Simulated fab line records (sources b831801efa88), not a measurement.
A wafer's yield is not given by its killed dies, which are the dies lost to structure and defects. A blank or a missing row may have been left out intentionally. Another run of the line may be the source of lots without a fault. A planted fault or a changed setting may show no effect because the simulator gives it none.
Chamber matching	flow gf180mcu	GF_POLY_GATE_ETCH_13 on rie si-02 has 4 sister chambers
The step etches poly-Si in HBr/Cl2, stops on SiO2, target depth 198.5 nm, time 69.6 s. 4 wafers are shown with their chamber, then 9 later ones without.

== WAFERS WITH THEIR CHAMBER ==
wafer	chamber	drypump motor current A (A)
L107.1	2	5.60
L109.5	0	5.94
L114.4	1	5.97
L114.6	3	5.61

== WAFERS MISSING THEIR CHAMBER ==
wafer	drypump motor current A (A)
L115.2	5.50
L115.3	5.65
L115.5	5.56
L120.1	5.63
L120.3	5.96
L120.6	5.62
L127.1	5.62
L127.5	6.00
L127.6	5.55

== WHICH CHAMBER EACH ONE RAN IN ==
wafer	from the rows above	in truth
L115.2	can't be placed: 2 or 3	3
L115.3	can't be placed: 3 or 2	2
L115.5	can't be placed: 2 or 3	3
L120.1	can't be placed: 3 or 2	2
L120.3	can't be placed: 1 or 0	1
L120.6	can't be placed: 3 or 2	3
L127.1	can't be placed: 3 or 2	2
L127.5	can't be placed: 1 or 0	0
L127.6	can't be placed: 2 or 3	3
Placed correctly: 0 of 9. Can't be placed from these rows: 9 (the true chamber is among the candidates in 9). Placed wrongly: 0.
How it was worked out, from the rows above alone: a wafer's distance from a chamber is the root of the sum, over the readings, of the square of ((its reading less the chamber's mean) divided by the reading's scatter). If the next closest chamber is less than 2 further off than the closest, the wafer can't be placed; otherwise it belongs to the closest. A chamber's mean is the mean of its shown wafers. The scatter: root of mean squared gap, hidden wafer to nearest shown wafer, with one shown wafer a chamber.
